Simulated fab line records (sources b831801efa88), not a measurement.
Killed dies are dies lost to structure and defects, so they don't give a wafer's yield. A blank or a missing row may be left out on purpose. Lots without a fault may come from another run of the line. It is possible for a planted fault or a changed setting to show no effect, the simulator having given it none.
The tool behind it: which one? + flow gf180mcu + Sampling: 12 lots, 36 wafers, 5 of 602 route steps

WHAT THE GAUGES READ, wafer by wafer
GF_V2_RS_MEAS_24: a four-point-probe measurement.
| lot  | measured     | on            | V2_W_RS (ohm/sq)  |
|------|--------------|---------------|-------------------|
| L744 | day 20 02:31 | film_metro-04 | 0.331 0.330 0.329 |
| L745 | day 20 17:14 | film_metro-04 | 0.330 0.331 0.329 |
| L746 | day 21 03:44 | film_metro-01 | 0.336 0.335 0.329 |
| L750 | day 22 15:28 | film_metro-02 | 0.330 0.326 0.329 |
| L751 | day 22 22:14 | film_metro-04 | 0.323 0.326 0.330 |
| L752 | day 23 06:43 | film_metro-01 | 0.333 0.337 0.330 |
| L754 | day 24 02:22 | film_metro-01 | 0.324 0.326 0.328 |
| L756 | day 24 23:32 | film_metro-02 | 0.331 0.330 0.329 |
| L758 | day 25 12:53 | film_metro-01 | 0.332 0.327 0.335 |
| L765 | day 27 14:04 | film_metro-04 | 0.331 0.327 0.330 |
| L766 | day 27 21:08 | film_metro-02 | 0.329 0.330 0.327 |
| L767 | day 28 03:13 | film_metro-02 | 0.329 0.332 0.331 |

GF_M3_CD_MEAS_14: the cd target is 280 nm.
| lot  | measured     | on        | cd_nm (nm)        |
|------|--------------|-----------|-------------------|
| L744 | day 21 03:08 | cd_sem-02 | 278.6 279.7 279.6 |
| L745 | day 21 18:22 | cd_sem-01 | 279.9 279.1 279.9 |
| L746 | day 22 03:59 | cd_sem-02 | 280.6 279.2 279.9 |
| L750 | day 23 16:56 | cd_sem-01 | 282.3 282.0 281.9 |
| L751 | day 23 21:46 | cd_sem-01 | 278.1 277.8 277.4 |
| L752 | day 24 05:47 | cd_sem-01 | 281.4 281.7 282.5 |
| L754 | day 25 01:23 | cd_sem-01 | 280.2 279.0 280.2 |
| L756 | day 25 22:05 | cd_sem-01 | 285.2 286.5 285.0 |
| L758 | day 26 10:52 | cd_sem-01 | 284.8 285.2 284.2 |
| L765 | day 28 10:23 | cd_sem-02 | 281.5 280.0 279.1 |
| L766 | day 28 16:51 | cd_sem-01 | 281.6 281.3 280.7 |
| L767 | day 28 23:00 | cd_sem-02 | 280.6 280.6 280.8 |

TOOL THAT RAN EACH LOT (tool first, then ch and the chambers of the sampled wafers, then the start)
| lot  | GF_V2_CVD_02                    | GF_V2_CMP_26                  | GF_M3_SOFTBAKE_10                 |
|------|---------------------------------|-------------------------------|-----------------------------------|
| L744 | pecvd-04 ch 1,2, day 18 23:49   | cmp-01 ch 0,3, day 20 02:46   | litho_track-03 ch 0, day 20 15:23 |
| L745 | pecvd-01 ch 0,2, day 19 16:16   | cmp-01 ch 0,2,3, day 20 17:30 | litho_track-01 ch 0, day 21 06:10 |
| L746 | pecvd-01 ch 0,1,2, day 20 01:59 | cmp-01 ch 1,3, day 21 03:55   | litho_track-02 ch 0, day 21 16:38 |
| L750 | pecvd-04 ch 0,1,2, day 21 14:31 | cmp-02 ch 1,2, day 22 17:27   | litho_track-02 ch 0, day 23 05:02 |
| L751 | pecvd-01 ch 0, day 21 21:25     | cmp-02 ch 0,1, day 22 22:23   | litho_track-01 ch 0, day 23 09:55 |
| L752 | pecvd-01 ch 1,2, day 22 05:52   | cmp-02 ch 1,2,3, day 23 07:14 | litho_track-03 ch 0, day 23 18:59 |
| L754 | pecvd-03 ch 0,1, day 23 02:25   | cmp-01 ch 0,1,3, day 24 02:36 | litho_track-03 ch 0, day 24 14:02 |
| L756 | pecvd-03 ch 0,1, day 23 23:25   | cmp-01 ch 0,1,3, day 24 23:49 | litho_track-03 ch 0, day 25 11:20 |
| L758 | pecvd-03 ch 0,2, day 24 12:55   | cmp-01 ch 0,1,3, day 25 13:05 | litho_track-03 ch 0, day 26 00:07 |
| L765 | pecvd-01 ch 0,1, day 26 16:01   | cmp-01 ch 1,2,3, day 27 14:17 | litho_track-02 ch 0, day 28 00:29 |
| L766 | pecvd-04 ch 0,2, day 26 23:19   | cmp-02 ch 0,1,3, day 27 21:25 | litho_track-02 ch 0, day 28 07:35 |
| L767 | pecvd-01 ch 0,2, day 27 05:53   | cmp-01 ch 1,3, day 28 03:24   | litho_track-01 ch 0, day 28 13:30 |
- GF_V2_CVD_02: deposits SiO2 from TEOS, target thk 850 nm, time 94.851 s.
- GF_V2_CMP_26: polishes, stops on SiO2, t overpolish 15 s, target thk 0 nm.
- GF_M3_SOFTBAKE_10: time 60 s.

WHAT THE TOOLS THEMSELVES READ (means of the sampled wafers that have a number; where no wafer has one, the mark that the record gives instead)
GF_V2_CVD_02.
| lot  | tool     | heater_power_w (W) |
|------|----------|--------------------|
| L744 | pecvd-04 | 693                |
| L745 | pecvd-01 | 642                |
| L746 | pecvd-01 | 624                |
| L750 | pecvd-04 | 676                |
| L751 | pecvd-01 | 572                |
| L752 | pecvd-01 | 654                |
| L754 | pecvd-03 | 751                |
| L756 | pecvd-03 | 760                |
| L758 | pecvd-03 | 733                |
| L765 | pecvd-01 | 591                |
| L766 | pecvd-04 | 668                |
| L767 | pecvd-01 | 660                |

GF_V2_CMP_26.
| lot  | tool   | motor_current_A (A) | overpolish_run_s (s) | slurry_filter_dp_kPa (kPa) | time_to_endpoint_s (s) |
|------|--------|---------------------|----------------------|----------------------------|------------------------|
| L744 | cmp-01 | 11.8                | 15.006               | 13.55                      | 88                     |
| L745 | cmp-01 | 11.5                | 14.996               | 13.32                      | 84                     |
| L746 | cmp-01 | 12.3                | 14.996               | 13.32                      | 84                     |
| L750 | cmp-02 | 11.6                | 15.007               | 13.43                      | 87                     |
| L751 | cmp-02 | 11.9                | 14.995               | 13.50                      | 87                     |
| L752 | cmp-02 | 12.2                | 15.005               | 13.53                      | 83                     |
| L754 | cmp-01 | 11.5                | 15.000               | 13.42                      | 83                     |
| L756 | cmp-01 | 11.9                | 15.002               | 13.40                      | 84                     |
| L758 | cmp-01 | 11.7                | 15.002               | 13.46                      | 86                     |
| L765 | cmp-01 | 11.7                | 15.004               | 13.50                      | 85                     |
| L766 | cmp-02 | 12.2                | 14.999               | 13.40                      | 86                     |
| L767 | cmp-01 | 11.8                | 14.991               | 13.60                      | 86                     |

GF_M3_SOFTBAKE_10.
| lot  | tool           | heater_power_total_W (W) | plate_temp_C (C) |
|------|----------------|--------------------------|------------------|
| L744 | litho_track-03 | 93.06                    | 129.95           |
| L745 | litho_track-01 | 93.10                    | 129.91           |
| L746 | litho_track-02 | 93.05                    | 130.11           |
| L750 | litho_track-02 | 93.03                    | 129.77           |
| L751 | litho_track-01 | 93.08                    | 129.75           |
| L752 | litho_track-03 | 92.99                    | 130.09           |
| L754 | litho_track-03 | 93.07                    | 129.94           |
| L756 | litho_track-03 | 91.24                    | 127.91           |
| L758 | litho_track-03 | 91.28                    | 128.12           |
| L765 | litho_track-02 | 93.09                    | 129.80           |
| L766 | litho_track-02 | 93.09                    | 130.06           |
| L767 | litho_track-01 | 93.00                    | 129.96           |

THE ANSWER, worked out from the rows above alone
Rule: the lots themselves supply what counts as usual. The widest of any qualifying gaps counts: lots, ordered by their means at a reading, are off when they make up no more than a third of the lots, leave a main group of 4 or more, and stand apart from it by 3 or more times the standard deviation of that group's means. Not used: any main group whose means are identical at the precision the tables above print for the reading. A lot without any number at a reading at which 4 lots or more have one is off too. Any other lot the step has rows for is counted as sound. After the gauges, taken in route order, come the tools' own readings; for these a lot's mean is taken, as printed above. The first step at which some lot is off is used, and at that step the reading that is off furthest; a lot without a number counts as furthest.
Off, at GF_M3_SOFTBAKE_10 on heater_power_total_W: L756, L758. Main group: mean 93.06 W, sd 0.036.
If a tool, at that step or one of the process steps before it, ran each lot that is off and ran no sound lot following the first of them, it fits. 2 tools fit, pecvd-03 at GF_V2_CVD_02 and litho_track-03 at GF_M3_SOFTBAKE_10, so this cannot tell which one it is.

WHAT HAD BEEN PUT IN BY THE SIMULATOR
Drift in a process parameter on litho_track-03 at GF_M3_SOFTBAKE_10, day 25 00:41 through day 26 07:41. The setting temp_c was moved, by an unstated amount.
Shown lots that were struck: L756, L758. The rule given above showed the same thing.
